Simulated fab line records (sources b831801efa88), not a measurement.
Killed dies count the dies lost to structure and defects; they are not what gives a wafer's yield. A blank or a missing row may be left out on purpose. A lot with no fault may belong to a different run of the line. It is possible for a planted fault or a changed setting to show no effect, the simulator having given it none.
Comparing a struck lot with a sound one -- flow sky130 -- 16 steps out of a route of 708
Sound: these wafers, L265.2, L265.5, L265.6. The struck wafers were L277.2, L277.3, L277.4. The cause is named last.
For every step that has rows: the tool of each side, followed by ch and its chambers, followed by its first start. Under that, the readings that differ: sound wafers -- struck wafers -- difference of the means -- sigmas: that difference in standard deviations of wafers without a fault.
alike: a reading whose means differ by less than 2 such deviations, as well as words and numbers matching on both sides. not compared: withheld readings; readings where some wafer has no value; bounds like >300 that might hide an equal value; numbers whose values overlap and for which the record gives no deviation.
A row with sigmas, a row that says differs or no value, or rows on one side alone: a step with any of these is where the two part. Non-overlapping numbers with no deviation appear without sigmas and do not part them. A reading that every wafer of one side lacks parts them only if that side has two wafers or more.

SKY_GATE_OXIDE_TW_MEAS_14:
  struck on film_metro-03, day 20 06:08; sound on film_metro-03, day 15 20:50
  alike: GATE_OXIDE_TW
then, 3 steps without rows for these wafers: SKY_GATE_OXIDE_CLEAN_15 (cleans in SC1/SC2, time 150 s); SKY_GATE_OXIDE_OXIDATION_16 (stabilise 600 s, purge 300 s, target thk 3.57 nm); SKY_POLY_GATE_CVD_00 (deposits poly-Si, target thk 180 nm, time 720 s).
SKY_POLY_GATE_THK_MEAS_01:
  struck on film_metro-04, day 20 09:04; sound on film_metro-02, day 16 01:32
  alike: POLY_GATE_CVD_00_THK
then, 7 steps without rows for these wafers: SKY_RES_PROTECT_DEHYDRATE_00 (time 60 s); SKY_RES_PROTECT_HMDS_01 (prime time 60 s); SKY_RES_PROTECT_COAT_02 (resist thk 1140 nm); SKY_RES_PROTECT_SOFTBAKE_03 (time 60 s); SKY_RES_PROTECT_EXPOSE_04 (exposes mask RPM, target cd 1270 nm); SKY_RES_PROTECT_PEB_05; SKY_RES_PROTECT_DEVELOP_06 (develop time 60 s).
SKY_POLY_GATE_IMPLANT_02:
  sound on implanter-03 ch 0, day 17 05:55; struck on implanter-04 ch 0, day 21 15:40
reading,sound,struck,difference,sigmas
beam_on_s (s),36.1 36.7 37.2,23.1 22.7 23.2,-13.7,-6
dose_ions_cm2,7.696e+15 7.695e+15 7.696e+15,5.066e+15 5.052e+15 5.063e+15,-2.635e+15,-99 or more
SKY_RES_PROTECT_STRIP_07: strips in O2/N2.
  sound on plasma_asher-04 ch 0,1, day 17 06:02; struck on plasma_asher-04 ch 0,1, day 21 15:47
reading,sound,struck,difference,sigmas
oes_product_au (a.u.),0.522 0.525 0.518,0.537 0.543 0.540,+0.018,+4
strip_time_to_endpoint_s (s),23.27 23.32 23.28,21.54 21.51 21.56,-1.75,-42
  alike: drypump_motor_current_A
  not compared: rf_hours_counter_h
SKY_RES_PROTECT_TW_MEAS_08:
  struck on film_metro-01, day 21 15:54; sound on film_metro-04, day 17 06:09
reading,sound,struck,difference,sigmas
POLY_GATE_TW,4069 4060 4064,3914 3926 3886,-156,-3
-- here the record skips 28 days between the struck wafers' starts before and after, leaving off in module RES_PROTECT and picking up in module PAD_OPEN (first step shown: number 708 of the route) --
SKY_PAD_OPEN_PROBE_99:
  struck on prober-01, day 49 22:39; sound on prober-02, day 47 12:34
reading,sound,struck,difference,sigmas
model.etest.res_poly.line_ohm_um,475.3 484.9 533.6,824.8 804.1 762.4,+299.2,
model.etest.licon_poly.rc_ohm,148.5 146.6 150.8,270.1 276.7 282.8,+127.9,
model.etest.res_poly.rs_ohm_sq,47.7 47.68 47.91,72.24 70.99 73.05,+24.33,
model.etest.res_poly.rs_ohm_sq_range,0.9906 1.333 0.5648,1.898 2.711 3.362,+1.694,
model.etest.res_poly.rs_ohm_sq_rim_less_centre,-0.6484 -0.4198 0.00241,-1.325 -1.849 -2.218,-1.442,
  alike: killed_at_M0_to_M3, killed_at_M4_up, killed_at_contacts, killed_at_front_end, killed_at_other, killed_dies, killed_open, killed_short
  not compared: model.etest.nfet_01v8.vt_long_v

## WHERE THEY PART
Last at SKY_RES_PROTECT_TW_MEAS_08 as far as this record goes, first at SKY_POLY_GATE_IMPLANT_02. Later steps at which nothing parts them and some readings are alike: SKY_PAD_OPEN_PROBE_99.

WHY: whatever the simulator had introduced
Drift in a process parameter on implanter-04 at SKY_POLY_GATE_IMPLANT_02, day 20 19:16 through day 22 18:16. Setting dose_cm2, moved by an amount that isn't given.
